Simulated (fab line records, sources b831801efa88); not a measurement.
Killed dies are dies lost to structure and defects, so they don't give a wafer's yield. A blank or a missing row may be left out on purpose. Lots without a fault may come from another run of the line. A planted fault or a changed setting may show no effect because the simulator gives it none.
fab line records | flow gf180mcu
record lots=5 wafers=15 last_day=34
route steps=602 shown NSD@245 PSD@248
lots that met no fault: from a run of the same line without faults
start_h: hours from the record's first day to the start of the lot's first wafer shown | wait_h: hours since the lot's step before | " the same as in the row above | L1.1+2: a row that stands for several wafers | - no value, or no start given | * or withheld: withheld | < > ~ a bound
route shown NAME@n: a module of which the file shows steps, and the number in the route of the first | usual: mean/standard deviation of fault-free wafers | same: alike in all rows | chamber/n: place in a boat | sites: the reading at each site | _std_site: their standard deviation | _edge_site: outer sites' mean less inner sites' | radius_mm: how far each site lies from the wafer's centre | mask NAME#n: copy n | behind: the tool/chamber that last shaped the wafer | hold: why the lot was held/for how many hours/how that ended | device: the transistor (n, p or np) that didn't switch | end of line: the same wafers' tests at the end of the route | a step without rows: its recipe alone | killed: dies lost to structure and defects at the first sort, not the wafer's yield | map: a wafer's dies, x killed, . not, _ none there
set.NAME: the setting as run; set.NAME@STEP: as run at that earlier step | model.NAME: the simulator's own value behind a step, which no gauge read
lots at some steps of the route; a table a step, a row a wafer
services: from which hour (start_h, from the record's first day; less than 0 if before it) a tool's chamber was out of use, for how many hours, and why
## steps
# step GF_NSD_IMPLANT_10
# recipe species=P energy_kev=40 dose_cm2=5e+14 tilt_deg=7
# columns lot.wafer tool chamber start_h wait_h
L080.1+2+5 implanter-03 0 345.26 0.1
L084.2+3+5 implanter-04 0 381.79 0.1
L088.1+2+5 implanter-03 0 416.36 0.1
L095.1+2+3 implanter-03 0 478.81 0.1
L096.1+3+4 implanter-02 0 481.69 0.1
# step GF_NSD_STRIP_11
# recipe chemistry=O2/N2 power_w=1400 pressure_mtorr=1500 platen_temp_c=250 o2_flow_sccm=3000 n2_flow_sccm=300 overash_fraction=0.5
# usual drypump_motor_current_A=5.6/0.55 heater_power_w=319/20 oes_product_au=0.486/0.0043 platen_temp_c=250.03/0.18 strip_time_to_endpoint_s=22.87/0.035
# columns lot.wafer tool chamber start_h wait_h drypump_motor_current_A heater_power_w oes_product_au platen_temp_c rf_hours_counter_h strip_time_to_endpoint_s
L080.1 plasma_asher-02 1 345.41 0.1 5.4 319 0.481 250.22 69 22.85
L080.2 " 0 " " 6.5 295 0.483 250.32 69 22.86
L080.5 " 0 " " 6.5 285 0.483 250.25 - 22.85
L084.2 plasma_asher-04 1 381.91 0.1 5.6 327 0.480 250.34 27 22.86
L084.3 " 0 " " 5.2 304 0.490 250.12 - 22.91
L084.5 " 1 " " 5.6 330 0.485 250.20 - 22.91
L088.1 plasma_asher-02 1 416.51 0.1 5.4 329 0.484 250.10 76 22.93
L088.2 " 0 " " 6.5 292 0.488 250.02 76 22.92
L088.5 " 1 " " 5.4 323 0.484 249.99 - 22.89
L095.1 plasma_asher-03 1 478.96 0.1 6.0 340 0.481 250.03 69 22.92
L095.2 " 0 " " 4.9 342 0.492 249.80 69 22.85
L095.3 " 1 " " 6.0 345 0.476 249.90 - 22.87
L096.1 plasma_asher-02 1 481.84 0.1 5.3 310 0.490 249.87 5 22.91
L096.3 " 1 " " 5.4 318 0.495 250.07 - 22.90
L096.4 " 0 " " 6.5 284 0.491 250.46 - 22.92
# step GF_NSD_TW_MEAS_12
# usual NSD_TW=4208/30
# columns lot.wafer tool chamber start_h wait_h NSD_TW
L080.1 film_metro-03 - 345.51 0.1 4182
L080.2 " - " " 4206
L080.5 " - " " 4197
L084.2 film_metro-03 - 382.02 0.1 4191
L084.3 " - " " 4193
L084.5 " - " " 4194
L088.1 film_metro-04 - 416.61 0.1 4226
L088.2 " - " " 4202
L088.5 " - " " 4204
L095.1 film_metro-03 - 479.06 0.1 4186
L095.2 " - " " 4226
L095.3 " - " " 4220
L096.1 film_metro-02 - 481.94 0.1 4223
L096.3 " - " " 4217
L096.4 " - " " 4249
# step GF_PSD_DEHYDRATE_00
# recipe temp_c=200 time_s=60
# usual chill_plate_temp_C=23.02/0.1
# columns lot.wafer tool chamber start_h wait_h chill_plate_temp_C
L080.1 litho_track-04 0 356.16 10.6 22.91
L080.2 " 0 " " 22.83
L080.5 " 0 " " 23.14
L084.2 litho_track-04 0 392.63 10.6 22.97
L084.3 " 0 " " 22.95
L084.5 " 0 " " 22.75
L088.1 litho_track-04 0 428.06 11.4 22.98
L088.2 " 0 " " 23.09
L088.5 " 0 " " 22.86
L095.1 litho_track-01 0 490.34 11.3 23.10
L095.2 " 0 " " 22.92
L095.3 " 0 " " 23.04
L096.1 litho_track-01 0 492.79 10.8 22.96
L096.3 " 0 " " 23.15
L096.4 " 0 " " 23.12
# step GF_PSD_HMDS_01
# recipe prime_time_s=60 prime_temp_c=120
# usual chill_plate_temp_C=22.97/0.1
# columns lot.wafer tool chamber start_h wait_h chill_plate_temp_C
L080.1 litho_track-04 0 356.31 0.1 22.90
L080.2 " 0 " " 22.92
L080.5 " 0 " " 22.66
L084.2 litho_track-04 0 392.78 0.1 23.06
L084.3 " 0 " " 22.94
L084.5 " 0 " " 23.14
L088.1 litho_track-04 0 428.21 0.1 23.01
L088.2 " 0 " " 22.98
L088.5 " 0 " " 22.99
L095.1 litho_track-01 0 490.49 0.1 22.90
L095.2 " 0 " " 23.00
L095.3 " 0 " " 23.02
L096.1 litho_track-01 0 492.94 0.1 22.86
L096.3 " 0 " " 23.02
L096.4 " 0 " " 22.81
# step GF_PSD_COAT_02
# recipe resist=NOVOLAK spin_rpm=3000 resist_thk_nm=1000
# usual chill_plate_temp_C=22.99/0.11
# columns lot.wafer tool chamber start_h wait_h chill_plate_temp_C
L080.1 litho_track-04 0 356.46 0.1 23.19
L080.2 " 0 " " 23.10
L080.5 " 0 " " 23.08
L084.2 litho_track-04 0 392.93 0.1 23.17
L084.3 " 0 " " 22.93
L084.5 " 0 " " 23.12
L088.1 litho_track-04 0 428.36 0.1 23.07
L088.2 " 0 " " 22.91
L088.5 " 0 " " 23.14
L095.1 litho_track-01 0 490.64 0.1 23.13
L095.2 " 0 " " 22.99
L095.3 " 0 " " 23.25
L096.1 litho_track-01 0 493.09 0.1 22.89
L096.3 " 0 " " 23.00
L096.4 " 0 " " 23.07
# step GF_PSD_SOFTBAKE_03
# recipe temp_c=90 time_s=60 resist=NOVOLAK
# usual chill_plate_temp_C=23.00/0.099
# columns lot.wafer tool chamber start_h wait_h chill_plate_temp_C
L080.1 litho_track-04 0 356.61 0.1 22.99
L080.2 " 0 " " 22.96
L080.5 " 0 " " 23.01
L084.2 litho_track-04 0 393.08 0.1 23.13
L084.3 " 0 " " 22.99
L084.5 " 0 " " 23.09
L088.1 litho_track-04 0 428.51 0.1 22.99
L088.2 " 0 " " 23.01
L088.5 " 0 " " 23.14
L095.1 litho_track-01 0 490.79 0.1 23.03
L095.2 " 0 " " 23.02
L095.3 " 0 " " 23.06
L096.1 litho_track-01 0 493.24 0.1 22.93
L096.3 " 0 " " 22.98
L096.4 " 0 " " 23.17
# step GF_PSD_EXPOSE_04
# recipe mask_id=Pplus target_cd_nm=400 na=0.6 source_shape=conventional sigma_outer=0.6 dose_mj=140
# columns lot.wafer tool chamber start_h wait_h mask
L080.1+2+5 iline_stepper-02 0 - - Pplus#0
L084.2+3+5 iline_stepper-01 0 - - Pplus#0
L088.1+2+5 iline_stepper-01 0 - - Pplus#0
L095.1+2+3 iline_stepper-01 0 - - Pplus#0
L096.1+3+4 iline_stepper-02 0 - - Pplus#0
# step GF_PSD_PEB_05
# recipe temp_c=withheld time_s=* resist=NOVOLAK
# usual chill_plate_temp_C=*
# columns lot.wafer tool chamber start_h wait_h chill_plate_temp_C
L080.1 litho_track-04 0 - - *
L080.2 " 0 " " *
L080.5 " 0 " " *
L084.2 litho_track-01 0 - - *
L084.3 " 0 " " *
L084.5 " 0 " " *
L088.1 litho_track-02 0 - - *
L088.2 " 0 " " *
L088.5 " 0 " " *
L095.1 litho_track-04 0 - - *
L095.2 " 0 " " *
L095.3 " 0 " " *
L096.1 litho_track-02 0 - - *
L096.3 " 0 " " *
L096.4 " 0 " " *
# step GF_PSD_DEVELOP_06
# recipe develop_time_s=60 dev_temp_c=23
# usual chill_plate_temp_C=23.01/0.11
# columns lot.wafer tool chamber start_h wait_h chill_plate_temp_C
L080.1 litho_track-04 0 367.26 0.1 23.00
L080.2 " 0 " " 22.97
L080.5 " 0 " " 22.83
L084.2 litho_track-01 0 404.41 0.1 23.06
L084.3 " 0 " " 22.98
L084.5 " 0 " " 23.01
L088.1 litho_track-02 0 440.47 0.1 23.08
L088.2 " 0 " " 23.02
L088.5 " 0 " " 23.18
L095.1 litho_track-04 0 502.50 0.1 23.10
L095.2 " 0 " " 22.92
L095.3 " 0 " " 22.87
L096.1 litho_track-02 0 504.82 0.1 23.18
L096.3 " 0 " " 23.07
L096.4 " 0 " " 23.02
# step GF_PSD_CD_MEAS_07
# recipe target_cd_nm=400
# usual cd_nm=400.0/2.7
# columns lot.wafer tool chamber start_h wait_h cd_nm
L080.1 cd_sem-01 - 367.41 0.1 399.6
L080.2 " - " " 399.8
L080.5 " - " " 399.9
L084.2 cd_sem-01 - 404.56 0.1 393.7
L084.3 " - " " 396.7
L084.5 " - " " 395.0
L088.1 cd_sem-01 - 440.62 0.1 400.1
L088.2 " - " " 400.7
L088.5 " - " " 397.8
L095.1 cd_sem-01 - 502.65 0.1 403.1
L095.2 " - " " 401.1
L095.3 " - " " 402.2
L096.1 cd_sem-02 - 504.97 0.1 397.8
L096.3 " - " " 398.8
L096.4 " - " " 397.9
## services
# columns tool chamber start_h hours kind
iline_stepper-01 - 323.86 0.9 repair
implanter-04 - 326.95 2.4 repair
implanter-03 - 327.07 2.2 repair
implanter-04 - 335.63 2.9 pm
implanter-02 - 339.57 3.3 pm
iline_stepper-01 - 344.98 4.4 pm
iline_stepper-01 - 357.59 1.7 pm
iline_stepper-02 - 372.76 4.4 pm
iline_stepper-01 0 380.61 - calibration
implanter-02 - 397.13 3.2 repair
iline_stepper-01 - 398.68 1.4 repair
implanter-02 - 404.92 1.5 repair
plasma_asher-04 - 412.84 1.0 repair
iline_stepper-02 - 413.41 1.7 pm
litho_track-04 - 418.15 - consumable_replace:filter
plasma_asher-02 - 421.25 9.0 pm
plasma_asher-02 0 421.25 9.0 vent_cycle
plasma_asher-02 1 421.25 9.0 vent_cycle
plasma_asher-02 0 430.25 - clean
plasma_asher-02 - 451.62 1.8 repair
plasma_asher-04 - 476.41 1.8 repair
plasma_asher-03 - 490.56 1.7 repair
implanter-03 - 496.87 1.3 repair
implanter-04 - 499.81 1.9 repair
## key
fault none
